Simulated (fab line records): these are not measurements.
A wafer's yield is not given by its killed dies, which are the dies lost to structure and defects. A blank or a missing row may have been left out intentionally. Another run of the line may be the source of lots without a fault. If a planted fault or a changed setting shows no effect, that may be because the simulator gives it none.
Which tool did it?	flow sky130	7 lots (21 wafers sampled), 1 step of a 708-step route

WHAT THE GAUGES READ, wafer by wafer
SKY_VIA1_THK_MEAS_01.
lot	measured	on	VIA1_HDPCVD_THK (nm)
L163	day 33 19:51	film_metro-02	1028 1020 1019
L164	day 34 03:33	film_metro-02	1028 1035 1031
L168	day 35 10:48	film_metro-02	1041 1049 1026
L170	day 35 23:23	film_metro-04	1052 1040 1034
L173	day 36 18:40	film_metro-01	1021 1028 1039
L178	day 38 18:56	film_metro-02	1042 1040 1040
L180	day 38 20:11	film_metro-01	1026 1034 1032

EACH LOT AND THE TOOL THAT RAN IT (in order: tool; ch and the chambers of the sampled wafers; start)
The record holds no process step before these readings.

THE ANSWER, worked out from the rows above alone
Rule: the lots themselves supply what counts as usual. The widest of any qualifying gaps counts: lots, ordered by their means at a reading, are off when they make up no more than a third of the lots, leave a main group of 4 or more, and stand apart from it by 3 or more times the standard deviation of that group's means. Not used: any main group whose means are identical at the precision the tables above print for the reading. A lot without any number at a reading at which 4 lots or more have one is off too. Where the step has rows for the other lots, those lots are counted as sound.
No lot is off on any of the readings shown, so nothing can be concluded from this.

WHAT THE SIMULATOR HAD INSERTED
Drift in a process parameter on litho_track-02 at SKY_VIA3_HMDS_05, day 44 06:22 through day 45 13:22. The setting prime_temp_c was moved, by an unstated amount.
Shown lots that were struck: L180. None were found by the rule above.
